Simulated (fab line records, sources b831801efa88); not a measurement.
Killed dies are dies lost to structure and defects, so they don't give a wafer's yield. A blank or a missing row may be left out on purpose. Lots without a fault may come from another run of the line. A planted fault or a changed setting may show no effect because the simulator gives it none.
Which tool did it? | flow gf180mcu | 12 lots, 36 wafers sampled, at 1 step of a route of 602

WHAT THE GAUGES READ, wafer by wafer
GF_PSD_OVL_MEAS_08.
lot  | measured     | on         | PSD_OVL (nm)
L075 | day 14 10:22 | overlay-02 | 2.4 4.6 6.2
L077 | day 15 06:59 | overlay-02 | 0.9 0.9 2.3
L079 | day 15 23:34 | overlay-02 | 1.2 1.7 0.4
L081 | day 16 22:04 | overlay-01 | 0.4 0.2 1.1
L083 | day 17 06:37 | overlay-01 | 0.7 -1.0 0.4
L085 | day 18 03:41 | overlay-01 | 1.9 2.2 1.6
L087 | day 18 16:49 | overlay-01 | 2.1 2.9 3.4
L089 | day 19 16:25 | overlay-01 | 4.2 2.9 2.0
L091 | day 20 06:38 | overlay-01 | 3.5 3.3 2.2
L093 | day 20 20:14 | overlay-01 | 2.1 3.9 3.1
L095 | day 21 17:41 | overlay-01 | 1.4 1.4 3.2
L097 | day 22 09:51 | overlay-02 | 2.4 2.9 1.4

WHICH TOOL RAN EACH LOT (tool, then ch and the chambers of the sampled wafers, then the start)
The record holds no process step before these readings.

THE ANSWER, worked out from the rows above alone
Rule: what is usual is taken from the lots themselves. Put in order of their means at a reading, lots are off if they are a third of the lots or fewer, leave a main group of 4 or more, and stand apart from it by a gap of 3 or more times the standard deviation of the main group's means; of several such gaps the widest counts. A main group whose means are all the same, to the digits that the tables above print for the reading, isn't used. A lot without any number at a reading at which 4 lots or more have one is off too. The other lots that the step has rows for count as sound.
No lot is off at any reading shown: from this, nothing can be told.

WHAT THE SIMULATOR HAD PUT IN
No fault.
